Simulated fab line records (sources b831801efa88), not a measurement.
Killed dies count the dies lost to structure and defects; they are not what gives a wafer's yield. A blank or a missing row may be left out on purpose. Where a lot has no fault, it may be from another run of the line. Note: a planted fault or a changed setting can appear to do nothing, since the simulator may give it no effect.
Matching of chambers / flow gf180mcu / 4 sister chambers for GF_CONTACT_CMP_27 on cmp-02
The step polishes, stops on SiO2, t overpolish 15 s, target thk 0 nm. 8 wafers are shown with their chamber, then 10 later ones without.

EACH WAFER AND ITS CHAMBER
wafer=L808.5; chamber=1; motor current A (A)=11.9; time to endpoint s (s)=71
wafer=L809.2; chamber=2; motor current A (A)=11.4; time to endpoint s (s)=76
wafer=L814.4; chamber=1; motor current A (A)=11.5; time to endpoint s (s)=73
wafer=L816.3; chamber=2; motor current A (A)=11.5; time to endpoint s (s)=79
wafer=L819.5; chamber=3; motor current A (A)=11.1; time to endpoint s (s)=66
wafer=L819.6; chamber=0; motor current A (A)=10.4; time to endpoint s (s)=73
wafer=L824.1; chamber=0; motor current A (A)=10.2; time to endpoint s (s)=79
wafer=L824.3; chamber=3; motor current A (A)=10.5; time to endpoint s (s)=74

WAFERS WHOSE CHAMBER IS MISSING
wafer=L824.4; motor current A (A)=11.8; time to endpoint s (s)=65
wafer=L826.4; motor current A (A)=10.7; time to endpoint s (s)=62
wafer=L826.5; motor current A (A)=11.5; time to endpoint s (s)=67
wafer=L826.6; motor current A (A)=11.3; time to endpoint s (s)=80
wafer=L830.1; motor current A (A)=10.1; time to endpoint s (s)=69
wafer=L830.3; motor current A (A)=11.3; time to endpoint s (s)=69
wafer=L830.4; motor current A (A)=10.9; time to endpoint s (s)=66
wafer=L831.1; motor current A (A)=10.5; time to endpoint s (s)=74
wafer=L831.2; motor current A (A)=10.4; time to endpoint s (s)=68
wafer=L831.5; motor current A (A)=11.0; time to endpoint s (s)=73

EACH ONE'S CHAMBER
wafer=L824.4; from the rows above=can't be placed: 1 or 2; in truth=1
wafer=L826.4; from the rows above=can't be placed: 3 or 0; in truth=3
wafer=L826.5; from the rows above=can't be placed: 1 or 3 or 2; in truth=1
wafer=L826.6; from the rows above=can't be placed: 2 or 1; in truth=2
wafer=L830.1; from the rows above=can't be placed: 0 or 3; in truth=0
wafer=L830.3; from the rows above=can't be placed: 1 or 3 or 2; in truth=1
wafer=L830.4; from the rows above=3; in truth=3
wafer=L831.1; from the rows above=can't be placed: 0 or 3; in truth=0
wafer=L831.2; from the rows above=can't be placed: 3 or 0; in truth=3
wafer=L831.5; from the rows above=can't be placed: 3 or 2 or 1 or 0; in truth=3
1 of 10 placed correctly. Cannot be placed on the basis of these rows: 9; the candidates contain the true chamber in 9. Number placed wrongly: 0.
How it was worked out, from the rows above alone: a wafer's distance from a chamber is the root of the sum, over the readings, of the square of ((its reading less the chamber's mean) divided by the reading's scatter). If the next closest chamber is less than 2 further off than the closest, the wafer can't be placed; otherwise it belongs to the closest. For every chamber, the mean is computed from those of its wafers that are shown. The scatter is the square root of a quotient: the sum, over the shown wafers, of each reading's squared deviation from its chamber's mean, divided by wafers minus chambers.
